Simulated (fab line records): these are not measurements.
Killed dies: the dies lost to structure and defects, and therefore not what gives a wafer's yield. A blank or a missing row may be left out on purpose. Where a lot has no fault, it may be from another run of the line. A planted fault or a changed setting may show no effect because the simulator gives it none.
Chamber matching :: flow gf180mcu :: 4 sister chambers for GF_V3_CMP_04 on cmp-02
The step polishes SiO2. 16 wafers are shown with their chamber, then 8 later ones without.

EACH WAFER AND ITS CHAMBER
wafer: L441.1
chamber: 1
motor-current-A (A): 13.8
time-to-endpoint-s (s): 81

wafer: L441.3
chamber: 2
motor-current-A (A): 15.7
time-to-endpoint-s (s): 74

wafer: L441.6
chamber: 1
motor-current-A (A): 13.2
time-to-endpoint-s (s): 79

wafer: L443.1
chamber: 1
motor-current-A (A): 13.4
time-to-endpoint-s (s): 84

wafer: L443.3
chamber: 2
motor-current-A (A): 15.5
time-to-endpoint-s (s): 78

wafer: L443.5
chamber: 2
motor-current-A (A): 14.7
time-to-endpoint-s (s): 91

wafer: L445.1
chamber: 2
motor-current-A (A): 14.8
time-to-endpoint-s (s): 85

wafer: L445.3
chamber: 3
motor-current-A (A): 10.7
time-to-endpoint-s (s): 74

wafer: L445.5
chamber: 1
motor-current-A (A): 13.4
time-to-endpoint-s (s): 88

wafer: L446.3
chamber: 3
motor-current-A (A): 10.8
time-to-endpoint-s (s): 72

wafer: L446.5
chamber: 0
motor-current-A (A): 13.0
time-to-endpoint-s (s): 84

wafer: L446.6
chamber: 3
motor-current-A (A): 10.6
time-to-endpoint-s (s): 75

wafer: L449.1
chamber: 1
motor-current-A (A): 14.1
time-to-endpoint-s (s): 79

wafer: L449.3
chamber: 2
motor-current-A (A): 15.7
time-to-endpoint-s (s): 78

wafer: L449.5
chamber: 3
motor-current-A (A): 10.1
time-to-endpoint-s (s): 83

wafer: L451.1
chamber: 1
motor-current-A (A): 13.5
time-to-endpoint-s (s): 81

SIGNATURES, as means of the wafers listed above
reading: motor-current-A
chamber 0: 13.000
chamber 1: 13.567
chamber 2: 15.280
chamber 3: 10.550
scatter within a chamber: 0.386

reading: time-to-endpoint-s
chamber 0: 84.00
chamber 1: 82.00
chamber 2: 81.20
chamber 3: 76.00
scatter within a chamber: 5.11
Rule: distance of a wafer from a chamber = root of the sum over the readings of ((wafer's reading minus chamber's mean) / reading's scatter) squared. If the next closest chamber is less than 2 further off than the closest, the wafer can't be placed; otherwise it belongs to the closest. The scatter is the square root of a quotient: the sum, over the shown wafers, of each reading's squared deviation from its chamber's mean, divided by wafers minus chambers.

WAFERS MISSING THEIR CHAMBER
wafer: L451.2
motor-current-A (A): 12.1
time-to-endpoint-s (s): 81

wafer: L451.5
motor-current-A (A): 12.1
time-to-endpoint-s (s): 87

wafer: L453.1
motor-current-A (A): 15.5
time-to-endpoint-s (s): 83

wafer: L453.5
motor-current-A (A): 13.3
time-to-endpoint-s (s): 82

wafer: L453.6
motor-current-A (A): 15.3
time-to-endpoint-s (s): 86

wafer: L464.1
motor-current-A (A): 15.0
time-to-endpoint-s (s): 87

wafer: L464.2
motor-current-A (A): 13.1
time-to-endpoint-s (s): 83

wafer: L464.6
motor-current-A (A): 15.5
time-to-endpoint-s (s): 98

WHICH CHAMBER EACH WENT THROUGH
wafer: L451.2
from the rows above: can't be placed: 0 or 1 or 3
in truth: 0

wafer: L451.5
from the rows above: can't be placed: 0 or 1
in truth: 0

wafer: L453.1
from the rows above: 2
in truth: 2

wafer: L453.5
from the rows above: can't be placed: 1 or 0
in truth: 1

wafer: L453.6
from the rows above: 2
in truth: 2

wafer: L464.1
from the rows above: 2
in truth: 2

wafer: L464.2
from the rows above: can't be placed: 0 or 1
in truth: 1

wafer: L464.6
from the rows above: 2
in truth: 2
4 of 8 placed correctly. Can't be placed from these rows: 4 (the true chamber is among the candidates in 4). 0 placed wrongly.
